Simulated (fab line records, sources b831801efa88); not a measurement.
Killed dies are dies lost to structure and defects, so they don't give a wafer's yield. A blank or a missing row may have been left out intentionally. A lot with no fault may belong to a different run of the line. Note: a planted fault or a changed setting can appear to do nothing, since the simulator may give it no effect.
Matching of chambers :: flow gf180mcu :: 3 sister chambers for GF_V4_CVD_02 on pecvd-01
The step deposits SiO2 from TEOS, target thk 850 nm, time 94.851 s. 18 wafers are shown with their chamber, then 9 later ones without.

## WAFERS PAIRED WITH THEIR CHAMBERS
wafer: L077.1
chamber: 0
heater power w (W): 700

wafer: L077.2
chamber: 1
heater power w (W): 645

wafer: L077.4
chamber: 2
heater power w (W): 522

wafer: L079.2
chamber: 2
heater power w (W): 629

wafer: L079.4
chamber: 1
heater power w (W): 655

wafer: L079.6
chamber: 0
heater power w (W): 686

wafer: L084.1
chamber: 2
heater power w (W): 630

wafer: L084.4
chamber: 0
heater power w (W): 531

wafer: L084.5
chamber: 2
heater power w (W): 667

wafer: L087.2
chamber: 0
heater power w (W): 660

wafer: L087.3
chamber: 1
heater power w (W): 652

wafer: L087.5
chamber: 2
heater power w (W): 715

wafer: L088.3
chamber: 2
heater power w (W): 657

wafer: L088.5
chamber: 0
heater power w (W): 520

wafer: L088.6
chamber: 1
heater power w (W): 575

wafer: L089.1
chamber: 0
heater power w (W): 659

wafer: L089.4
chamber: 1
heater power w (W): 604

wafer: L089.6
chamber: 0
heater power w (W): 523

SIGNATURES (means of the wafers above)
reading: heater power w
chamber 0: 611.29
chamber 1: 626.20
chamber 2: 636.67
scatter within a chamber: 66.5
Rule: for each reading, subtract the chamber's mean from the wafer's reading, divide by that reading's scatter and square the result; add these up over the readings and take the root, which gives the wafer's distance from the chamber. If the next closest chamber is less than 2 further off than the closest, the wafer can't be placed; otherwise it belongs to the closest. The scatter is the square root of a quotient: the sum, over the shown wafers, of each reading's squared deviation from its chamber's mean, divided by wafers minus chambers.

## WAFERS MISSING THEIR CHAMBER
wafer: L091.3
heater power w (W): 615

wafer: L091.4
heater power w (W): 538

wafer: L091.5
heater power w (W): 609

wafer: L093.1
heater power w (W): 698

wafer: L093.2
heater power w (W): 599

wafer: L093.3
heater power w (W): 533

wafer: L096.1
heater power w (W): 636

wafer: L096.3
heater power w (W): 523

wafer: L096.5
heater power w (W): 682

## WHICH CHAMBER EACH WENT THROUGH
wafer: L091.3
from the rows above: can't be placed: 0 or 1 or 2
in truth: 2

wafer: L091.4
from the rows above: can't be placed: 0 or 1 or 2
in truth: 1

wafer: L091.5
from the rows above: can't be placed: 0 or 1 or 2
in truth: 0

wafer: L093.1
from the rows above: can't be placed: 2 or 1 or 0
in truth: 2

wafer: L093.2
from the rows above: can't be placed: 0 or 1 or 2
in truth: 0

wafer: L093.3
from the rows above: can't be placed: 0 or 1 or 2
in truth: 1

wafer: L096.1
from the rows above: can't be placed: 2 or 1 or 0
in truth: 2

wafer: L096.3
from the rows above: can't be placed: 0 or 1 or 2
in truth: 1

wafer: L096.5
from the rows above: can't be placed: 2 or 1 or 0
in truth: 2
Correct placement for 0 of the 9. Cannot be placed on the basis of these rows: 9; the candidates contain the true chamber in 9. 0 placed wrongly.
